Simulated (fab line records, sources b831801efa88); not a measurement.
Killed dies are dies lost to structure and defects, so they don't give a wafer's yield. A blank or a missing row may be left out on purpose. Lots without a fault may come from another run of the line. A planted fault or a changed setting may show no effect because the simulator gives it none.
fab line records | flow sky130
record lots=14 wafers=42 last_day=50
route steps=708 shown SD_N@350 LI_CONTACT@374
lots that met no fault: from a run of the same line without faults
start_h: hours from the record's first day to the start of the lot's first wafer shown | wait_h: hours since the lot's step before | " the same as in the row above | L1.1+2: a row that stands for several wafers | - no value, or no start given | * or withheld: withheld | < > ~ a bound
route shown NAME@n: a module of which the file shows steps, and the number in the route of the first | usual: mean/standard deviation of fault-free wafers | same: alike in all rows | chamber/n: place in a boat | sites: the reading at each site | _std_site: their standard deviation | _edge_site: outer sites' mean less inner sites' | radius_mm: how far each site lies from the wafer's centre | mask NAME#n: copy n | behind: the tool/chamber that last shaped the wafer | hold: why the lot was held/for how many hours/how that ended | device: the transistor (n, p or np) that didn't switch | end of line: the same wafers' tests at the end of the route | a step without rows: its recipe alone | killed: dies lost to structure and defects at the first sort, not the wafer's yield | map: a wafer's dies, x killed, . not, _ none there
set.NAME: the setting as run; set.NAME@STEP: as run at that earlier step | model.NAME: the simulator's own value behind a step, which no gauge read
steps of the route over a sample of lots; a table a step, a row a wafer
services: from which hour (start_h, from the record's first day; less than 0 if before it) a tool's chamber was out of use, for how many hours, and why
## steps
# step SKY_SD_N_OVL_MEAS_08
# usual SD_N_OVL=0.7/1.4
# columns lot.wafer tool chamber start_h wait_h SD_N_OVL[nm]
L112.1 overlay-02 - 643.67 0.1 3.1
L112.3 " - " " 1.0
L112.4 " - " " 3.5
L114.1 overlay-01 - 654.22 0.1 0.4
L114.3 " - " " 0.1
L114.6 " - " " 0.5
L118.2 overlay-02 - 702.69 0.1 0.9
L118.4 " - " " 1.1
L118.5 " - " " 0.4
L119.1 overlay-02 - 707.07 0.1 1.1
L119.3 " - " " 0.7
L119.6 " - " " 0.3
L120.1 overlay-02 - 715.55 0.1 1.2
L120.4 " - " " 1.2
L120.5 " - " " 2.1
L121.3 overlay-02 - 727.43 0.1 -0.7
L121.4 " - " " -0.2
L121.5 " - " " -0.3
L122.1 overlay-01 - 727.53 0.1 -0.8
L122.4 " - " " -0.2
L122.5 " - " " 0.0
L123.1 overlay-02 - 736.93 0.1 -0.1
L123.4 " - " " 0.7
L123.6 " - " " 1.3
L124.1 overlay-02 - 743.02 0.1 1.6
L124.4 " - " " 1.5
L124.5 " - " " 0.3
L125.2 overlay-01 - 757.72 0.1 1.8
L125.4 " - " " 1.8
L125.6 " - " " 1.7
L131.1 overlay-02 - 802.22 0.1 1.2
L131.4 " - " " 0.3
L131.5 " - " " 2.0
L132.1 overlay-01 - 813.27 0.1 -1.6
L132.3 " - " " -0.6
L132.4 " - " " -0.6
L134.1 overlay-02 - 815.52 0.1 2.6
L134.2 " - " " 4.0
L134.4 " - " " 3.2
L135.1 overlay-02 - 836.72 0.1 0.7
L135.2 " - " " 0.0
L135.3 " - " " 0.2
# step SKY_LI_CONTACT_CD_MEAS_12
# recipe target_cd_nm=170
# usual cd_nm=170.3/1.3
# columns lot.wafer tool chamber start_h wait_h cd_nm
L112.1 cd_sem-01 - 673.16 - 170.3
L112.3 " - " " 171.3
L112.4 " - " " 169.7
L114.1 cd_sem-01 - 683.86 - 169.1
L114.3 " - " " 170.3
L114.6 " - " " 169.8
L118.2 cd_sem-02 - 731.82 - 169.6
L118.4 " - " " 169.1
L118.5 " - " " 169.8
L119.1 cd_sem-02 - 735.91 - 169.0
L119.3 " - " " 169.8
L119.6 " - " " 170.4
L120.1 cd_sem-02 - 744.65 - 172.7
L120.4 " - " " 172.4
L120.5 " - " " 171.6
L122.1 cd_sem-02 - 756.35 - 168.9
L122.4 " - " " 168.9
L122.5 " - " " 168.8
L121.3 cd_sem-01 - 756.39 - 171.3
L121.4 " - " " 172.0
L121.5 " - " " 172.4
L123.1 cd_sem-02 - 765.75 - 170.0
L123.4 " - " " 170.9
L123.6 " - " " 170.0
L124.1 cd_sem-02 - 771.65 - 171.3
L124.4 " - " " 171.3
L124.5 " - " " 172.4
L125.2 cd_sem-01 - 786.12 - 170.2
L125.4 " - " " 170.8
L125.6 " - " " 169.6
L131.1 cd_sem-02 - 831.00 - 169.7
L131.4 " - " " 168.5
L131.5 " - " " 169.1
L132.1 cd_sem-02 - 840.85 - 170.2
L132.3 " - " " 169.1
L132.4 " - " " 170.6
L134.1 cd_sem-01 - 843.70 - 170.8
L134.2 " - " " 171.6
L134.4 " - " " 171.6
L135.1 cd_sem-02 - 864.20 - 167.6
L135.2 " - " " 166.1
L135.3 " - " " 168.6
# step SKY_LI_CONTACT_OVL_MEAS_13
# usual LI_CONTACT_OVL=2/5.8
# columns lot.wafer tool chamber start_h wait_h LI_CONTACT_OVL[nm]
L112.1 overlay-02 - 673.28 0.1 5
L112.3 " - " " 2
L112.4 " - " " -1
L114.1 overlay-01 - 683.98 0.1 -3
L114.3 " - " " 2
L114.6 " - " " -3
L118.2 overlay-01 - 731.92 0.1 7
L118.4 " - " " 4
L118.5 " - " " 2
L119.1 overlay-02 - 736.03 0.1 4
L119.3 " - " " 10
L119.6 " - " " 10
L120.1 overlay-01 - 744.77 0.1 2
L120.4 " - " " -7
L120.5 " - " " 2
L122.1 overlay-01 - 756.47 0.1 5
L122.4 " - " " 3
L122.5 " - " " 6
L121.3 overlay-02 - 756.48 0.1 -1
L121.4 " - " " 0
L121.5 " - " " -3
L123.1 overlay-01 - 765.87 0.1 -3
L123.4 " - " " -5
L123.6 " - " " -3
L124.1 overlay-02 - 771.77 0.1 1
L124.4 " - " " 11
L124.5 " - " " 9
L125.2 overlay-02 - 786.22 0.1 6
L125.4 " - " " 7
L125.6 " - " " 2
L131.1 overlay-01 - 831.12 0.1 -3
L131.4 " - " " -3
L131.5 " - " " -3
L132.1 overlay-01 - 840.97 0.1 -3
L132.3 " - " " -3
L132.4 " - " " 1
L134.1 overlay-02 - 843.82 0.1 -8
L134.2 " - " " -3
L134.4 " - " " -4
L135.1 overlay-02 - 864.32 0.1 3
L135.2 " - " " 4
L135.3 " - " " -1
# step SKY_LI_CONTACT_CVD_21
# recipe material=W target_thk_nm=400 time_s=120.56 temp_c=400 pressure_torr=40
# usual chamber_pressure_Torr=39.99/0.083 heater_power_w=893/25 susceptor_temp_C=399.98/0.21
# columns lot.wafer tool chamber start_h wait_h chamber_pressure_Torr heater_power_w susceptor_temp_C
L112.1 cvd_w-01 1 673.89 0.0 39.96 903 399.70
L112.3 " 1 " " 40.01 920 399.93
L112.4 " 0 " " 40.10 902 399.66
L114.1 cvd_w-01 1 684.58 0.0 40.00 902 400.31
L114.3 " 0 " " 39.90 915 399.69
L114.6 " 1 " " 40.02 937 399.96
L118.2 cvd_w-01 0 732.53 0.0 40.05 912 400.02
L118.4 " 0 " " 40.06 924 399.72
L118.5 " 0 " " 40.08 917 400.07
L119.1 cvd_w-02 1 736.81 0.0 40.12 861 399.78
L119.3 " 0 " " 39.98 883 399.80
L119.6 " 1 " " 40.00 859 399.45
L120.1 cvd_w-01 1 745.42 0.0 40.17 917 400.11
L120.4 " 1 " " 40.11 894 400.20
L120.5 " 1 " " 40.25 906 400.01
L122.1 cvd_w-01 0 757.06 0.0 40.02 932 400.00
L122.4 " 1 " " 39.98 913 400.21
L122.5 " 0 " " 40.12 926 400.22
L121.3 cvd_w-02 0 757.12 0.1 39.93 877 400.09
L121.4 " 1 " " 40.08 881 400.16
L121.5 " 0 " " 39.88 858 400.09
L123.1 cvd_w-02 1 766.46 0.0 39.97 867 399.57
L123.4 " 0 " " 39.95 867 399.97
L123.6 " 0 " " 39.96 882 399.60
L124.1 cvd_w-02 1 772.36 0.0 39.96 900 402.76
L124.4 " 1 " " 39.96 896 402.94
L124.5 " 1 " " 39.98 875 402.85
L125.2 cvd_w-02 0 786.83 0.0 39.97 888 402.79
L125.4 " 0 " " 39.90 866 402.81
L125.6 " 1 " " 39.95 873 402.93
L131.1 cvd_w-01 1 831.71 0.0 39.94 904 400.23
L131.4 " 0 " " 40.03 906 399.83
L131.5 " 0 " " 39.94 941 400.09
L132.1 cvd_w-02 1 841.56 0.0 40.03 884 400.12
L132.3 " 1 " " 39.85 855 400.19
L132.4 " 0 " " 40.04 868 399.73
L134.1 cvd_w-02 0 844.43 0.0 40.05 850 400.09
L134.2 " 1 " " 40.04 877 399.81
L134.4 " 1 " " 39.86 888 400.13
L135.1 cvd_w-01 0 864.91 0.0 40.03 925 399.97
L135.2 " 1 " " 39.94 923 400.45
L135.3 " 0 " " 40.03 924 399.74
# step SKY_LI_CONTACT_RS_MEAS_22
# recipe thk_meas_gauge=four-point-probe reads=W_of_LI_CONTACT_CVD_21+TiN_of_LI_CONTACT_SPUTTER_20+Ti_of_LI_CONTACT_SPUTTER_19
# usual LI_CONTACT_W_RS=0.287/0.0032
# columns lot.wafer tool chamber start_h wait_h hold LI_CONTACT_W_RS[ohm/sq]
L112.1 film_metro-02 - 674.02 0.1 - 0.284
L112.3 " - " " - 0.286
L112.4 " - " " - 0.285
L114.1 film_metro-04 - 684.70 0.1 - 0.290
L114.3 " - " " - 0.286
L114.6 " - " " - 0.286
L118.2 film_metro-01 - 732.68 0.1 - 0.292
L118.4 " - " " - 0.291
L118.5 " - " " - 0.294
L119.1 film_metro-02 - 736.93 0.1 - 0.293
L119.3 " - " " - 0.285
L119.6 " - " " - 0.292
L120.1 film_metro-04 - 745.54 0.1 - 0.287
L120.4 " - " " - 0.290
L120.5 " - " " - 0.286
L122.1 film_metro-02 - 757.19 0.1 - 0.284
L122.4 " - " " - 0.285
L122.5 " - " " - 0.287
L121.3 film_metro-04 - 757.24 0.1 - 0.285
L121.4 " - " " - 0.294
L121.5 " - " " - 0.287
L123.1 film_metro-04 - 766.59 0.1 - 0.286
L123.4 " - " " - 0.284
L123.6 " - " " - 0.282
L124.1 film_metro-01 - 772.49 0.1 await_dispo/0.2h/release 0.268
L124.4 " - " " await_dispo/0.2h/release 0.272
L124.5 " - " " await_dispo/0.2h/release 0.273
L124.1 film_metro-01 - 772.77 0.3 - 0.269
L124.4 " - " " - 0.272
L124.5 " - " " - 0.273
L125.2 film_metro-04 - 786.97 0.1 await_dispo/0.2h/release 0.268
L125.4 " - " " await_dispo/0.2h/release 0.273
L125.6 " - " " await_dispo/0.2h/release 0.279
L125.2 film_metro-04 - 787.41 0.4 - 0.268
L125.4 " - " " - 0.273
L125.6 " - " " - 0.278
L131.1 film_metro-01 - 831.84 0.1 - 0.291
L131.4 " - " " - 0.286
L131.5 " - " " - 0.283
L132.1 film_metro-02 - 841.69 0.1 - 0.290
L132.3 " - " " - 0.291
L132.4 " - " " - 0.284
L134.1 film_metro-01 - 844.56 0.1 - 0.285
L134.2 " - " " - 0.292
L134.4 " - " " - 0.290
L135.1 film_metro-04 - 865.04 0.1 - 0.286
L135.2 " - " " - 0.286
L135.3 " - " " - 0.285
# step SKY_LI_CONTACT_THK_MEAS_23
# recipe thk_meas_gauge=xrf reads=W_of_LI_CONTACT_CVD_21
# usual LI_CONTACT_W_THK=399/5.2
# columns lot.wafer tool chamber start_h wait_h hold LI_CONTACT_W_THK[nm]
L112.1 film_metro-02 - 674.14 0.1 - 400
L112.3 " - " " - 393
L112.4 " - " " - 398
L114.1 film_metro-04 - 684.82 0.1 - 397
L114.3 " - " " - 401
L114.6 " - " " - 400
L118.2 film_metro-01 - 732.79 0.1 - 388
L118.4 " - " " - 390
L118.5 " - " " - 387
L119.1 film_metro-02 - 737.05 0.1 - 389
L119.3 " - " " - 399
L119.6 " - " " - 388
L120.1 film_metro-04 - 745.66 0.1 - 399
L120.4 " - " " - 397
L120.5 " - " " - 400
L122.1 film_metro-02 - 757.31 0.1 - 401
L122.4 " - " " - 396
L122.5 " - " " - 398
L121.3 film_metro-04 - 757.34 0.1 - 402
L121.4 " - " " - 389
L121.5 " - " " - 399
L123.1 film_metro-04 - 766.71 0.1 - 400
L123.4 " - " " - 402
L123.6 " - " " - 410
L124.1 film_metro-01 - 777.04 4.2 await_dispo/0.2h/release 425
L124.4 " - " " await_dispo/0.2h/release 422
L124.5 " - " " await_dispo/0.2h/release 418
L124.1 film_metro-01 - 777.27 0.2 - 425
L124.4 " - " " - 421
L124.5 " - " " - 419
L125.2 film_metro-04 - 790.94 3.5 await_dispo/0.2h/release 430
L125.4 " - " " await_dispo/0.2h/release 422
L125.6 " - " " await_dispo/0.2h/release 413
L125.2 film_metro-04 - 791.17 0.2 - 431
L125.4 " - " " - 423
L125.6 " - " " - 413
L131.1 film_metro-01 - 831.96 0.1 - 395
L131.4 " - " " - 400
L131.5 " - " " - 406
L132.1 film_metro-02 - 841.81 0.1 - 394
L132.3 " - " " - 395
L132.4 " - " " - 406
L134.1 film_metro-01 - 844.68 0.1 - 401
L134.2 " - " " - 393
L134.4 " - " " - 396
L135.1 film_metro-04 - 865.16 0.1 - 400
L135.2 " - " " - 401
L135.3 " - " " - 404
## services
# columns tool chamber start_h hours kind
cvd_w-02 1 662.77 13.0 repair
cvd_w-02 1 691.13 12.4 repair
cvd_w-02 - 742.65 0.6 repair
cvd_w-02 - 751.36 2.8 pm
cvd_w-01 0 808.75 2.4 repair
cvd_w-01 - 828.93 0.9 repair
cvd_w-02 1 844.92 16.4 repair
## key
first_sign step=SKY_LI_CONTACT_CVD_21 reading=susceptor_temp_C direction=up sigmas=13 usual=* struck=*
effect step=SKY_LI_CONTACT_RS_MEAS_22 reading=visit direction=added
effect step=SKY_LI_CONTACT_THK_MEAS_23 reading=visit direction=added
met_at SKY_LI_CONTACT_CVD_21
struck_lots L124,L125
sort_left_out L124.1,L124.4,L124.5
tester_left_out L124,L125
not_acting_at SKY_SD_N_OVL_MEAS_08,SKY_LI_CONTACT_CD_MEAS_12,SKY_LI_CONTACT_OVL_MEAS_13
onset_between 766.46 772.36
fault kind=process_parameter_drift tool=cvd_w-02 chamber=- onset_h=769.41 steps=SKY_LI_CONTACT_CVD_21 channel=temp_c offset=* shape=step end_h=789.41 acts_in=* stated=*
# tester_left_out: of these lots the tester's yield and bins aren't shown, on N5 and GAA mostly nor the transistor test; their killed dies are dies lost to structure and defects alone, not to doping, threshold or leakage, so they don't give the yield
# sort_left_out: the simulated sort isn't trusted on such a fault, so these wafers' sort isn't shown, and their yield isn't known
